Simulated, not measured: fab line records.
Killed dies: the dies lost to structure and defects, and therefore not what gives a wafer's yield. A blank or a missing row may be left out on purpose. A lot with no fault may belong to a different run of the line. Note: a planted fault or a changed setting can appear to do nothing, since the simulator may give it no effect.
The same fault as seen by 2 desks :: flow sky130 :: numbers are kept per desk, each desk with only its own; the story behind them comes last

== FOR THE TOOL OWNER'S DESK: plasma_asher-01 ==
The tool's own readings at SKY_VIA3_STRIP_16 (strips in O2/N2): means of the sampled wafers that have a number, for each lot that ran on this tool. A lot is out of limits, marked OUT, if its mean lies more than 4 standard deviations from the usual mean; the brackets give that distance.
Columns: A = chamber_pressure_mTorr at SKY_VIA3_STRIP_16, usual 1499.8 mTorr; B = drypump_motor_current_A at SKY_VIA3_STRIP_16, usual 5.8 A; C = oes_product_au at SKY_VIA3_STRIP_16, usual 0.402 a.u.; D = strip_time_to_endpoint_s at SKY_VIA3_STRIP_16, usual 4.14 s
lot: L657
first seen here: day 40 18:20
A: 1499.2
B: 6.0
C: 0.403
D: 4.14

lot: L666
first seen here: day 43 04:21
A: 1499.4
B: 6.0
C: 0.397
D: 4.11

lot: L675
first seen here: day 45 12:45
A: 1800.7 (+99 or more) OUT
B: 6.7
C: 0.403
D: 4.00

lot: L676
first seen here: day 45 16:00
A: 1600.7 (+78) OUT
B: 6.0
C: 0.399
D: 4.07

lot: L677
first seen here: day 45 21:29
A: 1799.7 (+99 or more) OUT
B: 6.7
C: 0.402
D: 3.98 (-4.3) OUT
This desk's verdict: out of limits on L675, L676, L677, starting with L675 at day 45 12:45 (chamber_pressure_mTorr at SKY_VIA3_STRIP_16). In limits: L657, L666.

== FROM THE METROLOGY DESK ==
Lot by lot, what the gauges showed, no matter which tool ran the lot: averages of those sampled wafers that carry a number. A lot is out of limits, marked OUT, if its mean lies more than 4 standard deviations from the usual mean; the brackets give that distance.
Columns: A = cd_nm at SKY_VIA3_CD_MEAS_12, usual 200.0 nm; B = VIA3_OVL at SKY_VIA3_OVL_MEAS_13, usual 3 nm
lot: L655
first seen here: day 40 15:05
A: 198.7
B: -1

lot: L657
first seen here: day 40 18:05
A: 202.4
B: 6

lot: L666
first seen here: day 43 04:07
A: 201.0
B: 3

lot: L668
first seen here: day 43 13:56
A: 198.6
B: -4

lot: L675
first seen here: day 45 12:30
A: 199.2
B: 11

lot: L676
first seen here: day 45 15:45
A: 199.3
B: 9

lot: L677
first seen here: day 45 21:15
A: 202.1
B: -0
Finding of this desk: none of the 7 lots has anything out of limits.

== TAKEN TOGETHER ==
At day 45 12:45, on L675, L676, L677, the tool owner's desk was in a position to raise an alarm.
The metrology desk saw nothing out of limits.
The metrology desk holds a record of L675, L676, L677, inside its limits.
Of the lots named, all ran SKY_VIA3_STRIP_16 on plasma_asher-01.

== WHAT WAS PUT IN BY THE SIMULATOR ==
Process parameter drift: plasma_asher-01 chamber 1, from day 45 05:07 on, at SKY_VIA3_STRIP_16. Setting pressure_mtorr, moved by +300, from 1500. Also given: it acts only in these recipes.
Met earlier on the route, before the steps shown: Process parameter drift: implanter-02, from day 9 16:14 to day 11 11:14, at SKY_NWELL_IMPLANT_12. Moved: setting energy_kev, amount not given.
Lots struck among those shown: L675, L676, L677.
Hours from the fault's start to each desk's first reading out of limits: the tool owner's desk, 8.
